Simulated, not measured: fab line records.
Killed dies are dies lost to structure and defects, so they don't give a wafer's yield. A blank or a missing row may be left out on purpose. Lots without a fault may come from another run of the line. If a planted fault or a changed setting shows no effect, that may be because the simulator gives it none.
A struck lot beside a sound one	flow sfq_line	17 out of 325 route steps
Sound: the wafers L669.2, L669.3, L669.5. The struck wafers were L671.1, L671.3, L671.6. At the end, the cause is stated.
At each step with rows: each side's tool, then ch and its chambers, then its first start. Under that, the readings that differ: sound wafers	struck wafers	difference of the means	sigmas: that difference in standard deviations of wafers without a fault.
alike: a reading whose means differ by less than 2 such deviations, as well as words and numbers matching on both sides. not compared: withheld readings; readings where some wafer has no value; bounds like >300 that might hide an equal value; numbers whose values overlap and for which the record gives no deviation.
The two part at a step that has a row with sigmas, a row that says differs or no value, or rows on one side only. When numbers do not overlap yet have no deviation, they are printed without sigmas and do not part them. A reading that every wafer of one side lacks parts them only if that side has two wafers or more.

SFQ_M7_OVL_MEAS_945:
  sound: overlay-01 at day 71 03:47; struck: overlay-01 at day 74 10:46
  alike: M7_OVL
then, 1 step without rows for these wafers: SFQ_TRILAYER_M7_BARC_OPEN_METAL_ETCH_229 (etches BARC in O2, target depth 125 nm, time 41.7 s).
SFQ_TRILAYER_M7_ETCH_METAL_ETCH_180: etches Nb in Cl2/Ar, stops on SiO2, target depth 240 nm, time 120 s.
  sound on rie_metal-02 ch 0, day 71 03:52; struck on rie_metal-03 ch 0,1, day 74 10:52
reading	sound	struck	difference	sigmas
drypump_motor_current_A (A)	6.6 6.6 6.6	5.5 6.1 5.4	-0.9	-2
  alike: chamber_pressure_mTorr, oes_product_au
  not compared: rf_hours_counter_h
SFQ_TRILAYER_M7_STRIP_STRIP_181: strips in O2.
  sound on rie_metal-02 ch 0, day 71 03:59; struck on rie_metal-03 ch 0,1, day 74 10:59
  alike: chamber_pressure_mTorr, drypump_motor_current_A, oes_product_au
  not compared: rf_hours_counter_h
then, 1 step without rows for these wafers: SFQ_TRILAYER_M7_STRIP_SOLV_CLEAN_182 (cleans in NMP, time 600 s).
SFQ_TRILAYER_I7_DEP_PECVD_183: deposits SiO2 from SiH4/N2O, time 111.11 s, target thk 500 nm.
  sound on pecvd-01 ch 1,2, day 71 04:46; struck on pecvd-02 ch 0,2, day 74 11:46
  alike: heater_power_outer_w, heater_power_w, susceptor_temp_C, throttle_valve_pct
SFQ_TRILAYER_I7_CMP_CMP_184: polishes SiO2.
  sound on cmp-02 ch 0,1,2, day 71 05:50; struck on cmp-01 ch 0,1,3, day 74 23:14
  alike: head_pressure_psi, motor_current_A, slurry_flow_ml_min, time_to_endpoint_s
SFQ_I7_BOW_MEAS_946:
  sound: film_metro-04 at day 71 07:52; struck: film_metro-04 at day 75 01:14
  alike: I7_BOW
then, 4 steps without rows for these wafers: SFQ_TRILAYER_I7_METRO_MEASURE_185; SFQ_TRILAYER_I7_VIA_LITHO_COAT_192 (resist thk 62 nm); SFQ_TRILAYER_I7_VIA_LITHO_COAT_187 (resist thk 650 nm); SFQ_TRILAYER_I7_VIA_LITHO_SOFTBAKE_191.
SFQ_TRILAYER_I7_VIA_LITHO_EXPOSE_188: exposes mask I7, target cd 1000 nm.
  sound on krf_scanner-01 ch 0, day 73 03:39; struck on krf_scanner-01 ch 0, day 75 11:51
reading	sound	struck	difference	sigmas
model.I7.overlay_x_nm (nm)	-10.24 -10.24 -10.24	92.02 92.02 92.02	+102.26	
  alike: mask, focus_offset_nm, reticle_temp_C
then, 2 steps without rows for these wafers: SFQ_TRILAYER_I7_VIA_LITHO_PEB_190 (peb time 60 s); SFQ_TRILAYER_I7_VIA_LITHO_DEVELOP_189 (time 60 s).
SFQ_I7_OVL_MEAS_947:
  sound: overlay-02 at day 73 04:58; struck: overlay-02 at day 75 13:21
reading	sound	struck	difference	sigmas
I7_OVL (nm)	-5 -7 -8	87 91 87	+95	+22
SFQ_TRILAYER_I7_VIA_BARC_OPEN_VIA_ETCH_260: etches BARC in O2, target depth 125 nm, time 41.7 s.
  sound on rie_diel-03 ch 0,1,3, day 73 04:59; struck on rie_diel-02 ch 0,2,3, day 75 13:23
  alike: chamber_pressure_mTorr, drypump_motor_current_A, oes_product_au
  not compared: rf_hours_counter_h

== WHERE THEY PART ==
At SFQ_TRILAYER_M7_ETCH_METAL_ETCH_180 first; at SFQ_I7_OVL_MEAS_947 last (within this record only). Later steps at which nothing parts them and some readings are alike: SFQ_TRILAYER_I7_VIA_BARC_OPEN_VIA_ETCH_260.

WHY: whatever the simulator had introduced
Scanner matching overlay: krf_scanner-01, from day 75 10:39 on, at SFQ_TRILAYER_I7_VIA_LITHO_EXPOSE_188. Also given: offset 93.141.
